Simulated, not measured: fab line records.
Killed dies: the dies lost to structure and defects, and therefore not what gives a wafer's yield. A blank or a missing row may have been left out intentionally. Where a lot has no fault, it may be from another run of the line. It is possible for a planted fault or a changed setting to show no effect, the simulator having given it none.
Which of the tools did it? | flow sky130 | 42 wafers sampled from 14 lots at 1 step of a route of 708

== WHAT THE GAUGES READ, wafer by wafer ==
No reading from a measuring or inspecting step in the record can be judged against a usual standard deviation.

== TOOL THAT RAN EACH LOT (tool first, then ch and the chambers of the sampled wafers, then the start) ==
lot  | SKY_DNWELL_PEB_05
L751 | litho track-04 ch 0, day 3 08:00
L753 | litho track-03 ch 0, day 3 18:00
L754 | litho track-04 ch 0, day 4 01:00
L757 | litho track-01, day 4 14:00
L758 | litho track-04, day 5 00:00
L761 | litho track-04 ch 0, day 6 01:00
L766 | litho track-03 ch 0, day 6 23:00
L767 | litho track-04 ch 0, day 7 01:00
L768 | litho track-04 ch 0, day 7 09:00
L769 | litho track-01 ch 0, day 7 09:00
L770 | litho track-03 ch 0, day 7 18:00
L771 | litho track-01 ch 0, day 8 02:00
L772 | litho track-03 ch 0, day 8 05:00
L773 | litho track-04 ch 0, day 8 07:00
- SKY_DNWELL_PEB_05

== WHAT THE TOOLS THEMSELVES READ (means of the sampled wafers that have a number; where no wafer has one, the mark that the record gives instead) ==
SKY_DNWELL_PEB_05. Usual: chill plate temp C 23.00 C, standard deviation 0.093; exhaust pa 45.0 Pa, standard deviation 0.85.
lot  | tool           | chill plate temp C (C) | exhaust pa (Pa) | flag
L751 | litho track-04 | 22.95                  | 45.2            |
L753 | litho track-03 | 22.97                  | 44.8            |
L754 | litho track-04 | 22.89                  | 43.3            |
L757 | litho track-01 | -                      | -               | OFF
L758 | litho track-04 | -                      | -               | OFF
L761 | litho track-04 | 23.02                  | 46.1            |
L766 | litho track-03 | 22.92                  | 45.5            |
L767 | litho track-04 | 23.10                  | 44.7            |
L768 | litho track-04 | 22.95                  | 45.6            |
L769 | litho track-01 | 23.07                  | 44.3            |
L770 | litho track-03 | 23.05                  | 44.7            |
L771 | litho track-01 | 23.00                  | 45.1            |
L772 | litho track-03 | 22.96                  | 44.9            |
L773 | litho track-04 | 23.00                  | 45.0            |

== THE ANSWER, worked out from the rows above alone ==
Rule: take the mean of a lot's wafers that have a number; if it is more than 3 standard deviations from the usual mean, the lot is off. Also off: a lot with no number at a reading for which 4 or more lots have one. The other lots that the step has rows for count as sound. First the gauges in route order, then the tools' own readings, where a lot's mean is used as printed above. At the first step where some lot is off, the reading lying furthest off is the one used; lots without a number count as furthest.
Off: L757, L758, at SKY_DNWELL_PEB_05 (chill plate temp C). Without a number there: L757, L758.
A tool fits if, at that step or a process step before it, it ran every lot that is off, and no sound lot after the first of them. None of those tried fits.

== WHAT THE SIMULATOR HAD PUT IN ==
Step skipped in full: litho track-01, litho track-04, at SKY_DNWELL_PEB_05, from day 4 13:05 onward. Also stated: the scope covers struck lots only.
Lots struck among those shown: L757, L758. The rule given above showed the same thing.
